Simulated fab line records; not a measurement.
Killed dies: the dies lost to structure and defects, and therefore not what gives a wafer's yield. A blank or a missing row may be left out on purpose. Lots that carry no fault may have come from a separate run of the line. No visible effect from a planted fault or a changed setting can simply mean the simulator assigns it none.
fab line records / flow sky130 / part 2 of 2: steps 26 to 37 of 37
record: lots: 5 wafers: 15 last_day: 50
route steps=708 shown SONOS_TUNNEL@163 SONOS_ONO@168 GATE_OXIDE@187
lots that met no fault: from a run of the same line without faults
start_h: hours from the record's first day to the start of the lot's first wafer shown / wait_h: time in hours since the lot's previous step / " repeats the value in the row above / L1.1+2: a row that stands for several wafers / - no value, or no start given / * or withheld: withheld / < > ~ a bound
route shown NAME@n: NAME is a module with steps in the file, n the number in the route of the first one / usual: mean/standard deviation taken from wafers without a fault / same: alike in all rows / chamber/n: place in a boat / sites: per-site readings / _std_site: standard deviation of those values / _edge_site: mean of outer sites minus mean of inner sites / radius_mm: for every site, how far away it sits from the centre of the wafer / mask NAME#n: copy n / behind: the most recent tool/chamber to have shaped the wafer / hold: why the lot was held/for how many hours/how that ended / device: which transistor (n, p or np) failed to switch / end of line: the same wafers' tests at the end of the route / a step without rows: its recipe alone / killed: dies lost to structure and defects at the first sort, not the wafer's yield / map: a wafer's dies, marking killed ones x, the rest . and places with no die _
set.NAME: the setting that was run; set.NAME@STEP: the one run at that earlier step / model.NAME: the simulator's own value behind a step, which no gauge read
lots at some steps of the route; a table a step, a row a wafer
services: from which hour (start_h, from the record's first day; less than 0 if before it) a tool's chamber was out of use, for how many hours, and why
== steps ==
step: SKY_GATE_OXIDE_OXIDATION_01
recipe: temp_c: 900 ambient: O2 stabilise_s: 600 purge_s: 300 target_thk_a: 102.68 ox_time_s: 1473
usual: spike_tc_bottom_C: 922.6/1.5 zone_power_lower_pct: 19.3/0.74 zone_power_upper_pct: 16.9/0.87
lot.wafer=L084.2 tool=furnace-02 chamber=0 start_h=354.96 wait_h=0.2 spike_tc_bottom_C=923.4 zone_power_lower_pct=18.4 zone_power_upper_pct=17.6
lot.wafer=L084.3 tool=furnace-02 chamber=0 start_h=354.96 wait_h=0.2 spike_tc_bottom_C=922.8 zone_power_lower_pct=18.7 zone_power_upper_pct=17.5
lot.wafer=L084.5 tool=furnace-02 chamber=0 start_h=354.96 wait_h=0.2 spike_tc_bottom_C=922.7 zone_power_lower_pct=18.4 zone_power_upper_pct=17.5
lot.wafer=L088.2 tool=furnace-02 chamber=0 start_h=392.78 wait_h=1.1 spike_tc_bottom_C=924.1 zone_power_lower_pct=18.7 zone_power_upper_pct=17.8
lot.wafer=L088.3 tool=furnace-02 chamber=0 start_h=392.78 wait_h=1.1 spike_tc_bottom_C=922.9 zone_power_lower_pct=18.7 zone_power_upper_pct=18.1
lot.wafer=L088.5 tool=furnace-02 chamber=0 start_h=392.78 wait_h=1.1 spike_tc_bottom_C=922.6 zone_power_lower_pct=18.8 zone_power_upper_pct=17.8
lot.wafer=L090.3 tool=furnace-02 chamber=0 start_h=404.38 wait_h=0.2 spike_tc_bottom_C=923.7 zone_power_lower_pct=18.5 zone_power_upper_pct=18.0
lot.wafer=L090.4 tool=furnace-02 chamber=0 start_h=404.38 wait_h=0.2 spike_tc_bottom_C=924.3 zone_power_lower_pct=18.6 zone_power_upper_pct=17.7
lot.wafer=L090.6 tool=furnace-02 chamber=0 start_h=404.38 wait_h=0.2 spike_tc_bottom_C=923.9 zone_power_lower_pct=18.7 zone_power_upper_pct=17.7
lot.wafer=L096.1 tool=furnace-01 chamber=0 start_h=459.47 wait_h=0.0 spike_tc_bottom_C=921.7 zone_power_lower_pct=20.0 zone_power_upper_pct=16.1
lot.wafer=L096.4 tool=furnace-01 chamber=0 start_h=459.47 wait_h=0.0 spike_tc_bottom_C=923.2 zone_power_lower_pct=19.6 zone_power_upper_pct=16.0
lot.wafer=L096.6 tool=furnace-01 chamber=0 start_h=459.47 wait_h=0.0 spike_tc_bottom_C=919.8 zone_power_lower_pct=20.2 zone_power_upper_pct=16.0
lot.wafer=L097.2 tool=furnace-02 chamber=0 start_h=465.52 wait_h=0.9 spike_tc_bottom_C=923.1 zone_power_lower_pct=18.4 zone_power_upper_pct=17.8
lot.wafer=L097.3 tool=furnace-02 chamber=0 start_h=465.52 wait_h=0.9 spike_tc_bottom_C=921.9 zone_power_lower_pct=18.6 zone_power_upper_pct=17.6
lot.wafer=L097.4 tool=furnace-02 chamber=0 start_h=465.52 wait_h=0.9 spike_tc_bottom_C=925.6 zone_power_lower_pct=18.8 zone_power_upper_pct=17.8
step: SKY_GATE_OXIDE_THK_MEAS_02
recipe: reads: SiO2_of_GATE_OXIDE_OXIDATION_01
usual: GATE_OXIDE_OXIDATION_00_THK: 10.28/0.19
lot.wafer=L084.2 tool=film_metro-03 chamber=- start_h=356.38 wait_h=0.0 GATE_OXIDE_OXIDATION_00_THK[nm]=10.60
lot.wafer=L084.3 tool=film_metro-03 chamber=- start_h=356.38 wait_h=0.0 GATE_OXIDE_OXIDATION_00_THK[nm]=10.17
lot.wafer=L084.5 tool=film_metro-03 chamber=- start_h=356.38 wait_h=0.0 GATE_OXIDE_OXIDATION_00_THK[nm]=10.40
lot.wafer=L088.2 tool=film_metro-03 chamber=- start_h=394.20 wait_h=0.0 GATE_OXIDE_OXIDATION_00_THK[nm]=10.40
lot.wafer=L088.3 tool=film_metro-03 chamber=- start_h=394.20 wait_h=0.0 GATE_OXIDE_OXIDATION_00_THK[nm]=10.36
lot.wafer=L088.5 tool=film_metro-03 chamber=- start_h=394.20 wait_h=0.0 GATE_OXIDE_OXIDATION_00_THK[nm]=10.26
lot.wafer=L090.3 tool=film_metro-02 chamber=- start_h=405.81 wait_h=0.0 GATE_OXIDE_OXIDATION_00_THK[nm]=10.54
lot.wafer=L090.4 tool=film_metro-02 chamber=- start_h=405.81 wait_h=0.0 GATE_OXIDE_OXIDATION_00_THK[nm]=10.49
lot.wafer=L090.6 tool=film_metro-02 chamber=- start_h=405.81 wait_h=0.0 GATE_OXIDE_OXIDATION_00_THK[nm]=10.53
lot.wafer=L096.1 tool=film_metro-02 chamber=- start_h=460.87 wait_h=0.0 GATE_OXIDE_OXIDATION_00_THK[nm]=10.27
lot.wafer=L096.4 tool=film_metro-02 chamber=- start_h=460.87 wait_h=0.0 GATE_OXIDE_OXIDATION_00_THK[nm]=10.40
lot.wafer=L096.6 tool=film_metro-02 chamber=- start_h=460.87 wait_h=0.0 GATE_OXIDE_OXIDATION_00_THK[nm]=10.28
lot.wafer=L097.2 tool=film_metro-02 chamber=- start_h=466.94 wait_h=0.0 GATE_OXIDE_OXIDATION_00_THK[nm]=10.05
lot.wafer=L097.3 tool=film_metro-02 chamber=- start_h=466.94 wait_h=0.0 GATE_OXIDE_OXIDATION_00_THK[nm]=10.27
lot.wafer=L097.4 tool=film_metro-02 chamber=- start_h=466.94 wait_h=0.0 GATE_OXIDE_OXIDATION_00_THK[nm]=10.20
step: SKY_GATE_OXIDE_DEHYDRATE_03
recipe: temp_c: 200 time_s: 60
usual: heater_power_total_W: 160.37/0.12
lot.wafer=L084.2 tool=litho_track-04 chamber=0 start_h=369.57 wait_h=13.2 heater_power_total_W=160.36
lot.wafer=L084.3 tool=litho_track-04 chamber=0 start_h=369.57 wait_h=13.2 heater_power_total_W=160.46
lot.wafer=L084.5 tool=litho_track-04 chamber=0 start_h=369.57 wait_h=13.2 heater_power_total_W=160.36
lot.wafer=L088.2 tool=litho_track-01 chamber=0 start_h=408.90 wait_h=14.7 heater_power_total_W=160.26
lot.wafer=L088.3 tool=litho_track-01 chamber=0 start_h=408.90 wait_h=14.7 heater_power_total_W=160.40
lot.wafer=L088.5 tool=litho_track-01 chamber=0 start_h=408.90 wait_h=14.7 heater_power_total_W=160.22
lot.wafer=L090.3 tool=litho_track-01 chamber=0 start_h=420.38 wait_h=14.6 heater_power_total_W=160.48
lot.wafer=L090.4 tool=litho_track-01 chamber=0 start_h=420.38 wait_h=14.6 heater_power_total_W=160.32
lot.wafer=L090.6 tool=litho_track-01 chamber=0 start_h=420.38 wait_h=14.6 heater_power_total_W=160.41
lot.wafer=L096.1 tool=litho_track-02 chamber=0 start_h=475.90 wait_h=15.0 heater_power_total_W=160.34
lot.wafer=L096.4 tool=litho_track-02 chamber=0 start_h=475.90 wait_h=15.0 heater_power_total_W=160.24
lot.wafer=L096.6 tool=litho_track-02 chamber=0 start_h=475.90 wait_h=15.0 heater_power_total_W=160.32
lot.wafer=L097.2 tool=litho_track-04 chamber=0 start_h=481.22 wait_h=14.3 heater_power_total_W=160.55
lot.wafer=L097.3 tool=litho_track-04 chamber=0 start_h=481.22 wait_h=14.3 heater_power_total_W=160.37
lot.wafer=L097.4 tool=litho_track-04 chamber=0 start_h=481.22 wait_h=14.3 heater_power_total_W=160.45
step: SKY_GATE_OXIDE_HMDS_04
recipe: prime_time_s: 60 prime_temp_c: 120
lot.wafer=L084.2+3+5 tool=litho_track-04 chamber=0 start_h=369.72 wait_h=0.1
lot.wafer=L088.2+3+5 tool=litho_track-01 chamber=0 start_h=409.05 wait_h=0.1
lot.wafer=L090.3+4+6 tool=litho_track-01 chamber=0 start_h=420.53 wait_h=0.1
lot.wafer=L096.1+4+6 tool=litho_track-02 chamber=0 start_h=476.05 wait_h=0.1
lot.wafer=L097.2+3+4 tool=litho_track-04 chamber=0 start_h=481.37 wait_h=0.1
step: SKY_GATE_OXIDE_COAT_05
recipe: resist: NOVOLAK spin_rpm: 3000 resist_thk_nm: 1140
lot.wafer=L084.2+3+5 tool=litho_track-04 chamber=0 start_h=369.87 wait_h=0.1
lot.wafer=L088.2+3+5 tool=litho_track-01 chamber=0 start_h=409.20 wait_h=0.1
lot.wafer=L090.3+4+6 tool=litho_track-01 chamber=0 start_h=420.68 wait_h=0.1
lot.wafer=L096.1+4+6 tool=litho_track-02 chamber=0 start_h=476.20 wait_h=0.1
lot.wafer=L097.2+3+4 tool=litho_track-04 chamber=0 start_h=481.52 wait_h=0.1
step: SKY_GATE_OXIDE_SOFTBAKE_06
recipe: temp_c: 90 time_s: 60 resist: NOVOLAK
usual: heater_power_total_W: 56.60/0.043
lot.wafer=L084.2 tool=litho_track-04 chamber=0 start_h=370.02 wait_h=0.1 heater_power_total_W=56.63
lot.wafer=L084.3 tool=litho_track-04 chamber=0 start_h=370.02 wait_h=0.1 heater_power_total_W=56.63
lot.wafer=L084.5 tool=litho_track-04 chamber=0 start_h=370.02 wait_h=0.1 heater_power_total_W=56.60
lot.wafer=L088.2 tool=litho_track-01 chamber=0 start_h=409.35 wait_h=0.1 heater_power_total_W=56.54
lot.wafer=L088.3 tool=litho_track-01 chamber=0 start_h=409.35 wait_h=0.1 heater_power_total_W=56.67
lot.wafer=L088.5 tool=litho_track-01 chamber=0 start_h=409.35 wait_h=0.1 heater_power_total_W=56.60
lot.wafer=L090.3 tool=litho_track-01 chamber=0 start_h=420.83 wait_h=0.1 heater_power_total_W=56.64
lot.wafer=L090.4 tool=litho_track-01 chamber=0 start_h=420.83 wait_h=0.1 heater_power_total_W=56.63
lot.wafer=L090.6 tool=litho_track-01 chamber=0 start_h=420.83 wait_h=0.1 heater_power_total_W=56.58
lot.wafer=L096.1 tool=litho_track-02 chamber=0 start_h=476.35 wait_h=0.1 heater_power_total_W=56.58
lot.wafer=L096.4 tool=litho_track-02 chamber=0 start_h=476.35 wait_h=0.1 heater_power_total_W=56.59
lot.wafer=L096.6 tool=litho_track-02 chamber=0 start_h=476.35 wait_h=0.1 heater_power_total_W=56.67
lot.wafer=L097.2 tool=litho_track-04 chamber=0 start_h=481.67 wait_h=0.1 heater_power_total_W=56.57
lot.wafer=L097.3 tool=litho_track-04 chamber=0 start_h=481.67 wait_h=0.1 heater_power_total_W=56.63
lot.wafer=L097.4 tool=litho_track-04 chamber=0 start_h=481.67 wait_h=0.1 heater_power_total_W=56.64
step: SKY_GATE_OXIDE_EXPOSE_07
recipe: mask_id: LVOM na: 0.6 source_shape: conventional sigma_outer: 0.6 polarization: unpolarized target_cd_nm: 600 dose_mj: 170
usual: focus_offset_nm: 0.0/0.54
lot.wafer=L084.2 tool=iline_stepper-02 chamber=0 start_h=- wait_h=- mask=LVOM#0 focus_offset_nm=0.4
lot.wafer=L084.3 tool=iline_stepper-02 chamber=0 start_h=- wait_h=- mask=LVOM#0 focus_offset_nm=0.1
lot.wafer=L084.5 tool=iline_stepper-02 chamber=0 start_h=- wait_h=- mask=LVOM#0 focus_offset_nm=-0.6
lot.wafer=L088.2 tool=iline_stepper-02 chamber=0 start_h=- wait_h=- mask=LVOM#0 focus_offset_nm=0.5
lot.wafer=L088.3 tool=iline_stepper-02 chamber=0 start_h=- wait_h=- mask=LVOM#0 focus_offset_nm=0.2
lot.wafer=L088.5 tool=iline_stepper-02 chamber=0 start_h=- wait_h=- mask=LVOM#0 focus_offset_nm=0.0
lot.wafer=L090.3 tool=iline_stepper-01 chamber=0 start_h=- wait_h=- mask=LVOM#0 focus_offset_nm=-0.6
lot.wafer=L090.4 tool=iline_stepper-01 chamber=0 start_h=- wait_h=- mask=LVOM#0 focus_offset_nm=0.0
lot.wafer=L090.6 tool=iline_stepper-01 chamber=0 start_h=- wait_h=- mask=LVOM#0 focus_offset_nm=-0.3
lot.wafer=L096.1 tool=iline_stepper-02 chamber=0 start_h=- wait_h=- mask=LVOM#0 focus_offset_nm=-0.5
lot.wafer=L096.4 tool=iline_stepper-02 chamber=0 start_h=- wait_h=- mask=LVOM#0 focus_offset_nm=-0.4
lot.wafer=L096.6 tool=iline_stepper-02 chamber=0 start_h=- wait_h=- mask=LVOM#0 focus_offset_nm=-0.4
lot.wafer=L097.2 tool=iline_stepper-02 chamber=0 start_h=- wait_h=- mask=LVOM#0 focus_offset_nm=0.0
lot.wafer=L097.3 tool=iline_stepper-02 chamber=0 start_h=- wait_h=- mask=LVOM#0 focus_offset_nm=0.1
lot.wafer=L097.4 tool=iline_stepper-02 chamber=0 start_h=- wait_h=- mask=LVOM#0 focus_offset_nm=-0.5
step: SKY_GATE_OXIDE_PEB_08
recipe: temp_c: withheld time_s: * resist: NOVOLAK
lot.wafer=L084.2+3+5 tool=litho_track-02 chamber=0 start_h=- wait_h=-
lot.wafer=L088.2+3+5 tool=litho_track-01 chamber=0 start_h=- wait_h=-
lot.wafer=L090.3+4+6 tool=litho_track-04 chamber=0 start_h=- wait_h=-
lot.wafer=L096.1+4+6 tool=litho_track-01 chamber=0 start_h=- wait_h=-
lot.wafer=L097.2+3+4 tool=litho_track-02 chamber=0 start_h=- wait_h=-
step: SKY_GATE_OXIDE_DEVELOP_09
recipe: resist: NOVOLAK developer: TMAH develop_time_s: 60 dev_temp_c: 23
lot.wafer=L084.2+3+5 tool=litho_track-02 chamber=0 start_h=383.82 wait_h=0.1
lot.wafer=L088.2+3+5 tool=litho_track-01 chamber=0 start_h=423.65 wait_h=0.1
lot.wafer=L090.3+4+6 tool=litho_track-04 chamber=0 start_h=436.55 wait_h=0.1
lot.wafer=L096.1+4+6 tool=litho_track-01 chamber=0 start_h=491.68 wait_h=0.1
lot.wafer=L097.2+3+4 tool=litho_track-02 chamber=0 start_h=496.67 wait_h=0.1
step: SKY_GATE_OXIDE_OVL_MEAS_10
usual: GATE_OXIDE_OVL: 0.5/1.5
lot.wafer=L084.2 tool=overlay-02 chamber=- start_h=383.95 wait_h=0.1 GATE_OXIDE_OVL[nm]=3.5
lot.wafer=L084.3 tool=overlay-02 chamber=- start_h=383.95 wait_h=0.1 GATE_OXIDE_OVL[nm]=3.2
lot.wafer=L084.5 tool=overlay-02 chamber=- start_h=383.95 wait_h=0.1 GATE_OXIDE_OVL[nm]=3.9
lot.wafer=L088.2 tool=overlay-02 chamber=- start_h=423.79 wait_h=0.1 GATE_OXIDE_OVL[nm]=-0.6
lot.wafer=L088.3 tool=overlay-02 chamber=- start_h=423.79 wait_h=0.1 GATE_OXIDE_OVL[nm]=0.3
lot.wafer=L088.5 tool=overlay-02 chamber=- start_h=423.79 wait_h=0.1 GATE_OXIDE_OVL[nm]=2.8
lot.wafer=L090.3 tool=overlay-01 chamber=- start_h=436.66 wait_h=0.1 GATE_OXIDE_OVL[nm]=0.1
lot.wafer=L090.4 tool=overlay-01 chamber=- start_h=436.66 wait_h=0.1 GATE_OXIDE_OVL[nm]=2.2
lot.wafer=L090.6 tool=overlay-01 chamber=- start_h=436.66 wait_h=0.1 GATE_OXIDE_OVL[nm]=1.0
lot.wafer=L096.1 tool=overlay-02 chamber=- start_h=491.83 wait_h=0.1 GATE_OXIDE_OVL[nm]=1.6
lot.wafer=L096.4 tool=overlay-02 chamber=- start_h=491.83 wait_h=0.1 GATE_OXIDE_OVL[nm]=0.8
lot.wafer=L096.6 tool=overlay-02 chamber=- start_h=491.83 wait_h=0.1 GATE_OXIDE_OVL[nm]=2.2
lot.wafer=L097.2 tool=overlay-01 chamber=- start_h=496.80 wait_h=0.1 GATE_OXIDE_OVL[nm]=-3.7
lot.wafer=L097.3 tool=overlay-01 chamber=- start_h=496.80 wait_h=0.1 GATE_OXIDE_OVL[nm]=-3.1
lot.wafer=L097.4 tool=overlay-01 chamber=- start_h=496.80 wait_h=0.1 GATE_OXIDE_OVL[nm]=-2.5
step: SKY_GATE_OXIDE_IMPLANT_11
recipe: species: B energy_kev: 10 dose_cm2: 2.6e+12 tilt_deg: withheld
lot.wafer=L084.2+3+5 tool=implanter-02 chamber=0 start_h=384.01 wait_h=0.0
lot.wafer=L088.2+3+5 tool=implanter-04 chamber=0 start_h=423.84 wait_h=0.0
lot.wafer=L090.3+4+6 tool=implanter-02 chamber=0 start_h=436.73 wait_h=0.1
lot.wafer=L096.1+4+6 tool=implanter-02 chamber=0 start_h=491.87 wait_h=0.0
lot.wafer=L097.2+3+4 tool=implanter-04 chamber=0 start_h=496.86 wait_h=0.0
step: SKY_GATE_OXIDE_WET_ETCH_12
recipe: chemistry: dHF target_depth_nm: 16.8 dry: n2_spin target: SiO2 dilution: 100:1 temp_c: 25 time_s: 336
usual: temp_c: 24.99/0.11
lot.wafer=L084.2 tool=wet_bench-04 chamber=1 start_h=384.13 wait_h=0.1 temp_c=25.00
lot.wafer=L084.3 tool=wet_bench-04 chamber=1 start_h=384.13 wait_h=0.1 temp_c=25.22
lot.wafer=L084.5 tool=wet_bench-04 chamber=1 start_h=384.13 wait_h=0.1 temp_c=24.99
lot.wafer=L088.2 tool=wet_bench-02 chamber=0 start_h=423.97 wait_h=0.1 temp_c=24.80
lot.wafer=L088.3 tool=wet_bench-02 chamber=0 start_h=423.97 wait_h=0.1 temp_c=25.04
lot.wafer=L088.5 tool=wet_bench-02 chamber=0 start_h=423.97 wait_h=0.1 temp_c=25.00
lot.wafer=L090.3 tool=wet_bench-02 chamber=2 start_h=436.83 wait_h=0.1 temp_c=24.87
lot.wafer=L090.4 tool=wet_bench-02 chamber=2 start_h=436.83 wait_h=0.1 temp_c=24.98
lot.wafer=L090.6 tool=wet_bench-02 chamber=2 start_h=436.83 wait_h=0.1 temp_c=24.73
lot.wafer=L096.1 tool=wet_bench-03 chamber=2 start_h=492.02 wait_h=0.1 temp_c=25.00
lot.wafer=L096.4 tool=wet_bench-03 chamber=2 start_h=492.02 wait_h=0.1 temp_c=25.01
lot.wafer=L096.6 tool=wet_bench-03 chamber=2 start_h=492.02 wait_h=0.1 temp_c=24.99
lot.wafer=L097.2 tool=wet_bench-04 chamber=1 start_h=496.98 wait_h=0.1 temp_c=25.00
lot.wafer=L097.3 tool=wet_bench-04 chamber=1 start_h=496.98 wait_h=0.1 temp_c=25.06
lot.wafer=L097.4 tool=wet_bench-04 chamber=1 start_h=496.98 wait_h=0.1 temp_c=25.01
== services ==
tool=furnace-01 chamber=- start_h=299.19 hours=1.4 kind=pm
tool=implanter-02 chamber=- start_h=311.20 hours=4.1 kind=pm
tool=wet_bench-01 chamber=- start_h=338.92 hours=1.9 kind=pm
tool=iline_stepper-01 chamber=- start_h=340.48 hours=1.7 kind=pm
tool=implanter-01 chamber=- start_h=350.10 hours=1.4 kind=repair
tool=rie_diel-02 chamber=2 start_h=350.93 hours=2.0 kind=repair
tool=iline_stepper-02 chamber=- start_h=377.39 hours=1.7 kind=pm
tool=wet_bench-03 chamber=- start_h=382.21 hours=1.9 kind=pm
tool=furnace-01 chamber=- start_h=391.73 hours=3.5 kind=pm
tool=wet_bench-02 chamber=- start_h=400.31 hours=1.1 kind=repair
tool=rie_diel-02 chamber=0 start_h=404.60 hours=12.5 kind=repair
tool=rie_diel-02 chamber=3 start_h=405.23 hours=4.7 kind=repair
tool=furnace-02 chamber=- start_h=416.63 hours=3.5 kind=pm
tool=iline_stepper-01 chamber=- start_h=432.59 hours=12.4 kind=repair
tool=implanter-04 chamber=- start_h=432.93 hours=4.0 kind=repair
tool=rie_diel-02 chamber=2 start_h=433.69 hours=13.8 kind=repair
tool=rie_diel-02 chamber=0 start_h=434.67 hours=14.4 kind=repair
tool=rie_diel-02 chamber=3 start_h=447.02 hours=7.5 kind=repair
tool=rie_diel-02 chamber=3 start_h=459.32 hours=4.9 kind=repair
tool=implanter-04 chamber=- start_h=471.64 hours=4.4 kind=repair
tool=iline_stepper-01 chamber=- start_h=483.96 hours=9.6 kind=repair
tool=implanter-04 chamber=- start_h=492.10 hours=2.0 kind=repair
tool=furnace-01 chamber=- start_h=492.71 hours=15.1 kind=repair
tool=rie_diel-02 chamber=3 start_h=494.03 hours=24.1 kind=repair
